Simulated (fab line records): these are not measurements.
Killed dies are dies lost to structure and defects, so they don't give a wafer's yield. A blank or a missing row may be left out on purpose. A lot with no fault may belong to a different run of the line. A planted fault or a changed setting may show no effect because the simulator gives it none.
Matching of chambers -- flow gf180mcu -- GF_STI_ETCH_14 on rie-si-01 has 4 sister chambers
The step etches Si in HBr/Cl2/O2, target depth 360 nm, time 102.9 s. 8 wafers are shown with their chamber, then 10 later ones without.

## WAFERS, EACH WITH ITS CHAMBER
wafer,chamber,drypump-motor-current-A (A),oes-product-au (a.u.)
L668.6,3,5.2,1.006
L669.4,3,5.2,1.003
L670.3,1,6.3,0.990
L674.1,2,4.8,0.992
L674.5,0,6.2,1.008
L674.6,1,6.2,0.978
L675.4,2,4.8,1.007
L675.5,0,6.2,1.022

## WAFERS WITH NO CHAMBER GIVEN
wafer,drypump-motor-current-A (A),oes-product-au (a.u.)
L675.6,6.2,0.992
L678.1,6.2,1.005
L678.4,4.8,1.003
L678.6,6.2,0.988
L680.2,6.2,0.995
L680.3,6.2,1.001
L680.6,6.3,0.992
L683.1,6.2,0.997
L683.4,6.2,1.020
L683.6,6.2,1.006

## WHICH CHAMBER EACH ONE RAN IN
wafer,from the rows above,in truth
L675.6,can't be placed: 1 or 0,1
L678.1,can't be placed: 0 or 1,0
L678.4,2,2
L678.6,can't be placed: 1 or 0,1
L680.2,can't be placed: 1 or 0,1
L680.3,can't be placed: 0 or 1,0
L680.6,1,1
L683.1,can't be placed: 1 or 0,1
L683.4,0,0
L683.6,can't be placed: 0 or 1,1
Correct placement for 3 of the 10. Unplaceable from these rows: 7, with the true chamber sitting among the candidates in 7. 0 placed wrongly.
How it was worked out, from the rows above alone: a wafer's distance from a chamber is the root of the sum, over the readings, of the square of ((its reading less the chamber's mean) divided by the reading's scatter). If the next closest chamber is less than 2 further off than the closest, the wafer can't be placed; otherwise it belongs to the closest. The mean given for a chamber averages the wafers shown for that chamber. The scatter: the root of (the sum of the squares of (reading less its chamber's mean) over the shown wafers, divided by (wafers less chambers)).
